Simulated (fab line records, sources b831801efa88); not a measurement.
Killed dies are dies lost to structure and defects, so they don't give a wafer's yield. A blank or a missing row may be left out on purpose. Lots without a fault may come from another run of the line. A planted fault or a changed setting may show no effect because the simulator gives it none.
Which tool did it? | flow gf180mcu | 13 lots, 39 wafers sampled, at 4 steps of a route of 602

WHAT THE GAUGES READ, wafer by wafer
GF_HV_LDD_RS_MEAS_53: measures by four-point-probe.
lot  | measured     | on            | HV_LDD_RS (ohm/sq)
L842 | day 12 15:04 | film_metro-03 | 418.9 418.8 418.1
L844 | day 13 16:52 | film_metro-01 | 419.5 417.6 419.0
L846 | day 13 23:09 | film_metro-01 | 422.7 423.0 423.8
L847 | day 14 10:52 | film_metro-01 | 421.5 421.7 421.7
L848 | day 14 12:09 | film_metro-04 | 422.6 421.5 420.5
L856 | day 17 06:22 | film_metro-03 | 417.9 416.9 417.9
L857 | day 17 19:13 | film_metro-03 | 419.3 418.0 418.4
L858 | day 17 19:32 | film_metro-04 | 419.8 417.5 418.3
L859 | day 18 01:37 | film_metro-01 | 417.9 417.8 417.7
L860 | day 18 09:31 | film_metro-03 | 418.4 419.6 418.4
L863 | day 19 04:58 | film_metro-01 | 418.8 418.8 418.5
L864 | day 19 15:59 | film_metro-01 | 417.8 417.6 418.1
L865 | day 19 16:41 | film_metro-04 | 418.8 418.9 419.3

GF_HV_LDD_THK_MEAS_55.
lot  | measured     | on            | HV_LDD_CVD_54_THK (nm)
L842 | day 12 16:11 | film_metro-04 | 10.09 10.02 10.18
L844 | day 13 18:40 | film_metro-01 | 9.79 9.86 9.81
L846 | day 14 00:17 | film_metro-04 | 9.95 10.02 10.07
L847 | day 14 12:01 | film_metro-03 | 9.88 9.90 9.91
L848 | day 14 13:17 | film_metro-04 | 10.24 10.12 10.24
L856 | day 17 07:31 | film_metro-03 | 10.13 10.14 10.03
L857 | day 17 20:21 | film_metro-03 | 10.05 9.94 10.06
L858 | day 17 20:38 | film_metro-04 | 10.18 10.17 10.20
L859 | day 18 02:44 | film_metro-03 | 10.33 10.23 10.33
L860 | day 18 10:38 | film_metro-01 | 10.19 10.09 10.10
L863 | day 19 06:07 | film_metro-04 | 10.09 9.84 9.96
L864 | day 19 17:07 | film_metro-03 | 10.10 9.99 9.95
L865 | day 19 17:49 | film_metro-01 | 10.10 10.17 10.19

WHICH TOOL RAN EACH LOT (tool, then ch and the chambers of the sampled wafers, then the start)
lot  | GF_HV_LDD_IMPLANT_09            | GF_HV_LDD_STRIP_49
L842 | implanter-01 ch 0, day 10 08:15 | plasma_asher-02 ch 0,1, day 12 14:47
L844 | implanter-02 ch 0, day 11 07:36 | plasma_asher-02 ch 0,1, day 13 16:35
L846 | implanter-01 ch 0, day 11 14:32 | plasma_asher-04 ch 0,1, day 13 22:51
L847 | implanter-01 ch 0, day 12 00:10 | plasma_asher-02 ch 0,1, day 14 10:35
L848 | implanter-01 ch 0, day 12 01:11 | plasma_asher-04 ch 0,1, day 14 11:52
L856 | implanter-02 ch 0, day 14 10:55 | plasma_asher-01 ch 0,1, day 17 06:06
L857 | implanter-01 ch 0, day 14 22:03 | plasma_asher-04 ch 0,1, day 17 18:56
L858 | implanter-03 ch 0, day 14 22:58 | plasma_asher-02 ch 0,1, day 17 19:13
L859 | implanter-02 ch 0, day 15 04:19 | plasma_asher-04 ch 0,1, day 18 01:19
L860 | implanter-01 ch 0, day 15 12:17 | plasma_asher-01 ch 0,1, day 18 09:13
L863 | implanter-01 ch 0, day 16 06:54 | plasma_asher-02 ch 0,1, day 19 04:41
L864 | implanter-01 ch 0, day 16 16:04 | plasma_asher-01 ch 0,1, day 19 15:42
L865 | implanter-03 ch 0, day 16 17:40 | plasma_asher-02 ch 0,1, day 19 16:23
- GF_HV_LDD_IMPLANT_09
- GF_HV_LDD_STRIP_49: strips in O2/N2.

WHAT THE TOOLS THEMSELVES READ (means of the sampled wafers that have a number; where no wafer has one, the mark that the record gives instead)
GF_HV_LDD_STRIP_49.
lot  | tool            | drypump_motor_current_A (A) | heater_power_w (W) | oes_product_au (a.u.) | strip_time_to_endpoint_s (s)
L842 | plasma_asher-02 | 5.60                        | 364                | 0.712                 | 12.66
L844 | plasma_asher-02 | 5.67                        | 347                | 0.718                 | 12.68
L846 | plasma_asher-04 | 6.17                        | 288                | 0.715                 | 12.70
L847 | plasma_asher-02 | 5.67                        | 349                | 0.713                 | 12.66
L848 | plasma_asher-04 | 6.23                        | 291                | 0.716                 | 12.61
L856 | plasma_asher-01 | 5.46                        | 307                | 0.714                 | 12.59
L857 | plasma_asher-04 | 6.22                        | 285                | 0.715                 | 12.61
L858 | plasma_asher-02 | 5.68                        | 349                | 0.716                 | 12.63
L859 | plasma_asher-04 | 6.17                        | 286                | 0.718                 | 12.66
L860 | plasma_asher-01 | 5.47                        | 305                | 0.714                 | 12.59
L863 | plasma_asher-02 | 5.66                        | 346                | 0.717                 | 12.65
L864 | plasma_asher-01 | 5.48                        | 305                | 0.714                 | 12.62
L865 | plasma_asher-02 | 5.59                        | 362                | 0.720                 | 12.62

THE ANSWER, worked out from the rows above alone
Rule: what is usual is taken from the lots themselves. Put in order of their means at a reading, lots are off if they are a third of the lots or fewer, leave a main group of 4 or more, and stand apart from it by a gap of 3 or more times the standard deviation of the main group's means; of several such gaps the widest counts. A main group whose means are all the same, to the digits that the tables above print for the reading, isn't used. A lot without any number at a reading at which 4 lots or more have one is off too. The other lots that the step has rows for count as sound. The gauges are gone through in route order, then the tools' own readings, and for those a lot's mean is taken as printed above. The first step at which some lot is off is used, and at that step the reading that is off furthest; a lot without a number counts as furthest.
Off: L846, L847, L848, at GF_HV_LDD_RS_MEAS_53 (HV_LDD_RS). The main group: mean 418.4 ohm/sq, standard deviation 0.46.
A tool fits if, at a process step before that reading, it ran every lot that is off, and no sound lot after the first of them. The gauges at GF_HV_LDD_RS_MEAS_53 are tried like those tools. None of those tried fits.

WHAT THE SIMULATOR HAD PUT IN
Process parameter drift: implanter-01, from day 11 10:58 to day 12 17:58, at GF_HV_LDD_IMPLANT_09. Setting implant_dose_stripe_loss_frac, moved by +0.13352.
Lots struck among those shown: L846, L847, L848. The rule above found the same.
